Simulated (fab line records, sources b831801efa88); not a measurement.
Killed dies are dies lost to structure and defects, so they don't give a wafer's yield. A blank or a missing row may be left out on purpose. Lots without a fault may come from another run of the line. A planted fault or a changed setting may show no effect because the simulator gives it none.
Tool commonality check | flow sky130 | 10 lots, 39 wafers sampled

WHY IT WAS OPENED
At SKY_POLY_GATE_THK_MEAS_21 the reading POLY_GATE_OXIDATION_THK is flagged on 3 of 10 lots. Wafers without a fault read 4.02 nm, standard deviation 0.074.
Rule: a lot is flagged when every wafer of it that has a number lies more than 4 standard deviations from that mean, or none has a number. The other lots count as sound.

lot  | measured     | on            | POLY_GATE_OXIDATION_THK (nm), wafer by wafer | flag
L665 | day 18 14:14 | film_metro-01 | 4.19 4.22 4.16                               |
L666 | day 19 02:36 | film_metro-03 | 3.99 4.01 4.14                               |
L667 | day 19 11:18 | film_metro-01 | 4.14 4.03 4.04                               |
L668 | day 19 13:54 | film_metro-04 | 4.04 4.02 4.08                               |
L672 | day 21 06:34 | film_metro-03 | 4.00 3.94 3.94                               |
L677 | day 22 20:33 | film_metro-03 | 5.86 5.81 5.81 5.84 5.81 5.83                | FLAGGED
L679 | day 23 14:46 | film_metro-04 | 5.88 5.90 5.95 5.82 5.91 5.94                | FLAGGED
L680 | day 23 20:24 | film_metro-04 | 5.84 6.01 5.95 5.91 6.00 5.96                | FLAGGED
L682 | day 24 13:13 | film_metro-03 | 4.09 4.08 4.04                               |
L683 | day 24 21:38 | film_metro-04 | 4.00 3.91 4.09                               |
The numbers of the flagged lots are 5.89 nm on average: +1.87 nm against the usual, or +25 standard deviations.

WHICH TOOL RAN EACH LOT
The record holds 2 process steps before the reading, out of a route of 708 steps. In each cell: the tool, then ch and the chambers that the sampled wafers went through, then the start.
lot  | flag    | SKY_NWELL_STRIP_14                   | SKY_POLY_GATE_OXIDATION_20
L665 |         | plasma_asher-04 ch 0,1, day 5 19:59  | furnace-01 ch 0, day 18 12:59
L666 |         | plasma_asher-01 ch 0,1, day 6 02:17  | furnace-01 ch 0, day 19 01:21
L667 |         | plasma_asher-01 ch 0,1, day 6 11:31  | furnace-02 ch 0, day 19 10:02
L668 |         | plasma_asher-02 ch 0,1, day 6 12:17  | furnace-01 ch 0, day 19 12:39
L672 |         | plasma_asher-02 ch 0,1, day 7 11:59  | furnace-02 ch 0, day 21 05:19
L677 | FLAGGED | plasma_asher-04 ch 0,1, day 8 16:35  | furnace-02 ch 0, day 22 19:18
L679 | FLAGGED | plasma_asher-02 ch 0,1, day 9 05:50  | furnace-02 ch 0, day 23 13:30
L680 | FLAGGED | plasma_asher-02 ch 0,1, day 9 10:14  | furnace-02 ch 0, day 23 19:08
L682 |         | plasma_asher-01 ch 0,1, day 9 21:38  | furnace-01 ch 0, day 24 11:57
L683 |         | plasma_asher-01 ch 0,1, day 10 04:23 | furnace-01 ch 0, day 24 20:22
What these steps do:
- SKY_NWELL_STRIP_14: strips in O2/N2.
- SKY_POLY_GATE_OXIDATION_20: stabilise 600 s, purge 300 s, target thk 4 nm.
- SKY_POLY_GATE_THK_MEAS_21

FLAGGED OVER TOTAL, TOOL BY TOOL (the gauges that took the reading come last)
step                       | tool            | lots run | flagged | share of the flagged lots | sound lots run after its first flagged lot
SKY_NWELL_STRIP_14         | plasma_asher-01 | 4        | 0       | none                      | -
SKY_NWELL_STRIP_14         | plasma_asher-02 | 4        | 2       | some                      | 0
SKY_NWELL_STRIP_14         | plasma_asher-04 | 2        | 1       | some                      | 0
SKY_POLY_GATE_OXIDATION_20 | furnace-01      | 5        | 0       | none                      | -
SKY_POLY_GATE_OXIDATION_20 | furnace-02      | 5        | 3       | all                       | 0
SKY_POLY_GATE_THK_MEAS_21  | film_metro-01   | 2        | 0       | none                      | -
SKY_POLY_GATE_THK_MEAS_21  | film_metro-03   | 4        | 1       | some                      | 1 (L682)
SKY_POLY_GATE_THK_MEAS_21  | film_metro-04   | 4        | 2       | some                      | 1 (L683)

WHAT THE TABLE ALLOWS
1 row of the table ran every flagged lot: furnace-02 at SKY_POLY_GATE_OXIDATION_20.
- furnace-02 at SKY_POLY_GATE_OXIDATION_20: 3 of its 5 lots flagged. Its last sound lot is L672 (day 21 05:19), its first flagged lot L677 (day 22 19:18): a fault that began between those two fits. Its own readings lie more than 4 standard deviations out on every wafer of the flagged lots: spike_tc_bottom_C, spike_tc_centre_C, spike_tc_lower_C, spike_tc_top_C, spike_tc_upper_C, zone_power_bottom_pct.
One tool is left: furnace-02 at SKY_POLY_GATE_OXIDATION_20.

WHAT THE SIMULATOR HAD PUT IN
Process parameter drift: furnace-02, from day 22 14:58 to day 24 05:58, at SKY_POLY_GATE_OXIDATION_20. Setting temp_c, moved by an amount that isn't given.
Lots struck among those shown: L677, L679, L680. The rule above found the same.
